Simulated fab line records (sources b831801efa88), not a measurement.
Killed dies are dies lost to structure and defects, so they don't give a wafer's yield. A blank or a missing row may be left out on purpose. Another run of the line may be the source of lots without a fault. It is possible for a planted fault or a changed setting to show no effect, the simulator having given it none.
Chamber matching :: flow gf180mcu :: GF_V3_CVD_02 on pecvd-03: 3 sister chambers
The step deposits SiO2 from TEOS, target thk 850 nm, time 94.851 s. 22 wafers are shown with their chamber, then 11 later ones without.

== WAFERS PAIRED WITH THEIR CHAMBERS ==
wafer: L075.2
chamber: 1
heater power w (W): 572

wafer: L075.3
chamber: 2
heater power w (W): 825

wafer: L075.5
chamber: 0
heater power w (W): 708

wafer: L076.1
chamber: 2
heater power w (W): 849

wafer: L076.2
chamber: 0
heater power w (W): 598

wafer: L076.6
chamber: 1
heater power w (W): 475

wafer: L078.1
chamber: 1
heater power w (W): 477

wafer: L078.2
chamber: 0
heater power w (W): 581

wafer: L078.3
chamber: 2
heater power w (W): 731

wafer: L083.1
chamber: 2
heater power w (W): 725

wafer: L083.3
chamber: 2
heater power w (W): 776

wafer: L083.6
chamber: 2
heater power w (W): 791

wafer: L084.1
chamber: 2
heater power w (W): 795

wafer: L084.2
chamber: 1
heater power w (W): 560

wafer: L084.4
chamber: 2
heater power w (W): 846

wafer: L084.3
chamber: 1
heater power w (W): 592

wafer: L084.5
chamber: 1
heater power w (W): 459

wafer: L084.6
chamber: 2
heater power w (W): 689

wafer: L085.1
chamber: 2
heater power w (W): 813

wafer: L085.2
chamber: 1
heater power w (W): 597

wafer: L085.3
chamber: 0
heater power w (W): 670

wafer: L085.4
chamber: 0
heater power w (W): 696

SIGNATURES (averages over the wafers above)
reading: heater power w
chamber 0: 650.60
chamber 1: 533.14
chamber 2: 784.00
scatter within a chamber: 56.8
Rule: distance of a wafer from a chamber = root of the sum over the readings of ((wafer's reading minus chamber's mean) / reading's scatter) squared. The wafer belongs to the nearest chamber; if the next one is less than 2 further off, it can't be placed. The scatter is the square root of a quotient: the sum, over the shown wafers, of each reading's squared deviation from its chamber's mean, divided by wafers minus chambers.

== WAFERS WITH NO CHAMBER GIVEN ==
wafer: L085.5
heater power w (W): 827

wafer: L085.6
heater power w (W): 481

wafer: L091.2
heater power w (W): 671

wafer: L091.3
heater power w (W): 738

wafer: L091.4
heater power w (W): 567

wafer: L092.2
heater power w (W): 517

wafer: L092.5
heater power w (W): 706

wafer: L092.6
heater power w (W): 547

wafer: L094.2
heater power w (W): 849

wafer: L094.3
heater power w (W): 499

wafer: L094.4
heater power w (W): 559

== THE CHAMBER EACH PASSED THROUGH ==
wafer: L085.5
from the rows above: 2
in truth: 2

wafer: L085.6
from the rows above: 1
in truth: 1

wafer: L091.2
from the rows above: can't be placed: 0 or 2
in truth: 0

wafer: L091.3
from the rows above: can't be placed: 2 or 0
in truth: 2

wafer: L091.4
from the rows above: can't be placed: 1 or 0
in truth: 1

wafer: L092.2
from the rows above: 1
in truth: 1

wafer: L092.5
from the rows above: can't be placed: 0 or 2
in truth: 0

wafer: L092.6
from the rows above: can't be placed: 1 or 0
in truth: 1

wafer: L094.2
from the rows above: 2
in truth: 2

wafer: L094.3
from the rows above: 1
in truth: 1

wafer: L094.4
from the rows above: can't be placed: 1 or 0
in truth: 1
Placed correctly: 5 of 11. These rows do not allow placing 6 (true chamber among the candidates in 6). 0 placed wrongly.
